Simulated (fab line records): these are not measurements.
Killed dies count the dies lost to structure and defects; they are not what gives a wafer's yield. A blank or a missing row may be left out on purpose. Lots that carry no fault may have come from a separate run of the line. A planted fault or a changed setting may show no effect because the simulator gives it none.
Which tool did it? ; flow sky130 ; Sampling: 14 lots, 42 wafers, 5 of 708 route steps

WHAT THE GAUGES READ, wafer by wafer
SKY_SONOS_TUNNEL_OVL_MEAS_08. Usual: SONOS_TUNNEL_OVL 0.4 nm, standard deviation 1.3.
lot;measured;on;SONOS_TUNNEL_OVL (nm);flag
L796;day 11 16:53;overlay-01;1.0 -1.5 1.5;
L798;day 12 10:26;overlay-02;1.9 -0.1 0.9;
L799;day 12 10:32;overlay-01;0.8 0.6 1.8;
L800;day 13 06:38;overlay-02;0.4 -0.8 -0.3;
L801;day 13 11:20;overlay-01;0.8 0.8 1.7;
L802;day 13 22:02;overlay-02;-1.4 -1.8 -0.9;
L809;day 16 03:38;overlay-01;0.0 -0.5 0.1;
L810;day 16 14:17;overlay-02;0.0 1.7 -0.5;
L811;day 16 20:35;overlay-02;0.3 0.0 2.3;
L812;day 17 05:56;overlay-01;2.7 1.1 3.3;
L813;day 17 11:09;overlay-02;-2.1 -0.6 0.2;
L814;day 17 12:44;overlay-01;2.8 1.3 1.0;
L816;day 18 07:53;overlay-02;-1.1 -0.8 1.0;
L817;day 18 13:40;overlay-01;-2.0 -0.5 -1.8;

SKY_SONOS_ONO_THK_MEAS_01. Usual: SONOS_ONO_OXIDATION_THK 2.62 nm, standard deviation 0.067.
lot;measured;on;SONOS_ONO_OXIDATION_THK (nm);flag
L796;day 11 19:17;film metro-04;2.61 2.64 2.65;
L798;day 12 13:13;film metro-02;2.58 2.64 2.57;
L799;day 12 13:14;film metro-04;2.61 2.69 2.66;
L800;day 13 09:06;film metro-03;3.67 3.71 3.71;OFF
L801;day 13 13:13;film metro-03;3.57 3.66 3.57;OFF
L802;day 14 02:29;film metro-04;2.68 2.69 2.70;
L809;day 16 05:35;film metro-03;2.61 2.63 2.62;
L810;day 16 16:14;film metro-03;2.70 2.55 2.66;
L811;day 17 00:16;film metro-02;2.64 2.66 2.57;
L812;day 17 10:05;film metro-03;2.56 2.59 2.60;
L813;day 17 14:29;film metro-02;2.52 2.58 2.50;
L814;day 17 17:04;film metro-04;2.71 2.59 2.68;
L816;day 18 11:29;film metro-03;2.59 2.60 2.60;
L817;day 18 15:34;film metro-03;2.56 2.58 2.57;

WHAT TOOL EACH LOT RAN ON (gives the tool, then ch and the chambers of the sampled wafers, and finally the start)
lot;SKY_FIELD_ISO_STRIP_16;SKY_VT_ADJUST_HVTR_STRIP_10;SKY_SONOS_ONO_OXIDATION_00
L796;plasma asher-02 ch 0,1, day 2 10:23;plasma asher-04 ch 0,1, day 9 18:28;furnace-02 ch 0, day 11 17:56
L798;plasma asher-02 ch 0,1, day 2 23:11;plasma asher-01 ch 0,1, day 10 09:46;furnace-02 ch 0, day 12 11:53
L799;plasma asher-02 ch 0,1, day 3 01:19;plasma asher-04 ch 0,1, day 10 11:20;furnace-02 ch 0, day 12 11:53
L800;plasma asher-02 ch 0,1, day 3 08:11;plasma asher-01 ch 0,1, day 11 04:32;furnace-02 ch 0, day 13 07:46
L801;plasma asher-04 ch 0,1, day 3 12:23;plasma asher-04 ch 0,1, day 11 09:16;furnace-02 ch 0, day 13 11:53
L802;plasma asher-02 ch 0,1, day 3 19:47;plasma asher-04 ch 0,1, day 11 19:10;furnace-01 ch 0, day 14 01:09
L809;plasma asher-04 ch 0,1, day 5 08:18;plasma asher-04 ch 0,1, day 13 21:47;furnace-01 ch 0, day 16 04:13
L810;plasma asher-02 ch 0,1, day 5 13:08;plasma asher-04 ch 0,1, day 14 07:11;furnace-01 ch 0, day 16 14:53
L811;plasma asher-03 ch 0,1, day 5 16:49;plasma asher-01 ch 0,1, day 14 13:33;furnace-02 ch 0, day 16 22:55
L812;plasma asher-04 ch 0,1, day 5 21:46;plasma asher-03 ch 0,1, day 14 21:46;furnace-02 ch 0, day 17 08:44
L813;plasma asher-03 ch 0, day 6 02:37;plasma asher-03 ch 0,1, day 15 01:54;furnace-02 ch 0, day 17 13:08
L814;plasma asher-04 ch 0,1, day 6 07:44;plasma asher-01 ch 0,1, day 15 04:15;furnace-01 ch 0, day 17 15:43
L816;plasma asher-04 ch 0,1, day 6 18:02;plasma asher-01 ch 1, day 15 21:55;furnace-02 ch 0, day 18 10:08
L817;plasma asher-03 ch 0,1, day 6 23:10;plasma asher-01 ch 0,1, day 16 03:31;furnace-02 ch 0, day 18 14:13
- SKY_FIELD_ISO_STRIP_16: strips in O2/N2.
- SKY_VT_ADJUST_HVTR_STRIP_10: strips in O2/N2.
- SKY_SONOS_ONO_OXIDATION_00: stabilise 600 s, purge 300 s, target thk 2.6 nm.

WHAT THE TOOLS THEMSELVES READ (means of the sampled wafers that have a number; where no wafer has one, the mark that the record gives instead)
SKY_FIELD_ISO_STRIP_16. Usual: drypump motor current A 5.7 A, standard deviation 0.54; oes product au 0.378 a.u., standard deviation 0.0046; strip time to endpoint s 3.55 s, standard deviation 0.031.
lot;tool;drypump motor current A (A);oes product au (a.u.);strip time to endpoint s (s);flag
L796;plasma asher-02;5.4;0.377;3.55;
L798;plasma asher-02;5.2;0.376;3.58;
L799;plasma asher-02;5.1;0.378;3.53;
L800;plasma asher-02;5.2;0.372;3.55;
L801;plasma asher-04;6.2;0.375;3.54;
L802;plasma asher-02;5.1;0.377;3.51;
L809;plasma asher-04;6.2;0.372;3.51;
L810;plasma asher-02;5.1;0.381;3.57;
L811;plasma asher-03;6.0;0.383;3.54;
L812;plasma asher-04;5.7;0.375;3.54;
L813;plasma asher-03;6.0;0.379;3.55;
L814;plasma asher-04;6.2;0.378;3.57;
L816;plasma asher-04;6.2;0.381;3.54;
L817;plasma asher-03;5.9;0.374;3.53;

SKY_VT_ADJUST_HVTR_STRIP_10. Usual: drypump motor current A 5.8 A, standard deviation 0.6; oes product au 0.716 a.u., standard deviation 0.0052; strip time to endpoint s 14.17 s, standard deviation 0.038.
lot;tool;drypump motor current A (A);oes product au (a.u.);strip time to endpoint s (s);flag
L796;plasma asher-04;5.7;0.721;14.17;
L798;plasma asher-01;5.7;0.716;14.18;
L799;plasma asher-04;5.7;0.718;14.15;
L800;plasma asher-01;5.7;0.712;14.19;
L801;plasma asher-04;5.7;0.713;14.18;
L802;plasma asher-04;6.1;0.714;14.19;
L809;plasma asher-04;5.7;0.715;14.09;
L810;plasma asher-04;5.7;0.712;14.17;
L811;plasma asher-01;5.6;0.718;14.23;
L812;plasma asher-03;6.0;0.713;14.13;
L813;plasma asher-03;6.0;0.716;14.19;
L814;plasma asher-01;5.7;0.712;14.22;
L816;plasma asher-01;6.1;0.715;14.21;
L817;plasma asher-01;5.7;0.713;14.20;

SKY_SONOS_ONO_OXIDATION_00. Usual: spike tc bottom C 819.1 C, standard deviation 1.5; spike tc centre C 800.2 C, standard deviation 1.4; spike tc lower C 801.1 C, standard deviation 1; spike tc top C 814 C, standard deviation 3.1; spike tc upper C 799.4 C, standard deviation 0.89; tube center temp C 800.01 C, standard deviation 0.072; tube_center_temp_C_max 802.1, standard deviation 0.35; zone power bottom pct 20.0 %, standard deviation 0.94.
lot;tool;spike tc bottom C (C);spike tc centre C (C);spike tc lower C (C);spike tc top C (C);spike tc upper C (C);tube center temp C (C);tube_center_temp_C_max;zone power bottom pct (%);flag
L796;furnace-02;818.3;799.7;800.6;815;798.5;799.94;802.1;20.6;
L798;furnace-02;819.8;800.3;800.2;816;800.0;800.02;802.4;20.7;
L799;furnace-02;819.2;799.7;801.2;817;800.0;800.02;802.1;20.6;
L800;furnace-02;842.0;823.2;824.8;840;823.0;823.75;825.8;22.1;OFF
L801;furnace-02;841.3;823.0;824.1;841;822.8;823.78;825.8;22.1;OFF
L802;furnace-01;820.1;801.8;800.2;809;799.1;800.04;801.9;18.6;
L809;furnace-01;820.6;800.4;799.9;810;799.2;799.99;802.3;18.7;
L810;furnace-01;820.5;801.3;801.2;810;799.4;800.03;801.8;18.6;
L811;furnace-02;817.4;799.5;800.3;817;799.5;799.96;802.0;20.6;
L812;furnace-02;818.5;798.6;801.0;815;800.2;799.96;802.1;20.6;
L813;furnace-02;819.4;798.8;801.0;816;799.2;800.01;802.4;20.5;
L814;furnace-01;820.9;801.8;800.6;810;799.4;800.05;802.0;18.5;
L816;furnace-02;818.7;800.0;800.9;816;798.9;799.95;802.1;20.8;
L817;furnace-02;819.5;798.8;802.0;816;799.7;799.99;801.9;20.7;

THE ANSWER, worked out from the rows above alone
Rule: a lot is off if the mean of its wafers that have a number lies more than 3 standard deviations from the usual mean. A lot without any number at a reading at which 4 lots or more have one is off too. Any other lot the step has rows for is counted as sound. The gauges are gone through in route order, then the tools' own readings, and for those a lot's mean is taken as printed above. The first step at which some lot is off is used, and at that step the reading that is off furthest; a lot without a number counts as furthest.
Off: L800, L801, at SKY_SONOS_ONO_THK_MEAS_01 (SONOS_ONO_OXIDATION_THK).
If a tool, at a process step before that reading, ran all the lots that are off and no sound lot after the first of them, it fits. The gauges at SKY_SONOS_ONO_THK_MEAS_01 aren't tried: what is off there is off at SKY_SONOS_ONO_OXIDATION_00 too, on other tools, and a gauge's error can't cause that. Of those tried, none fits.

WHAT THE SIMULATOR HAD PUT IN
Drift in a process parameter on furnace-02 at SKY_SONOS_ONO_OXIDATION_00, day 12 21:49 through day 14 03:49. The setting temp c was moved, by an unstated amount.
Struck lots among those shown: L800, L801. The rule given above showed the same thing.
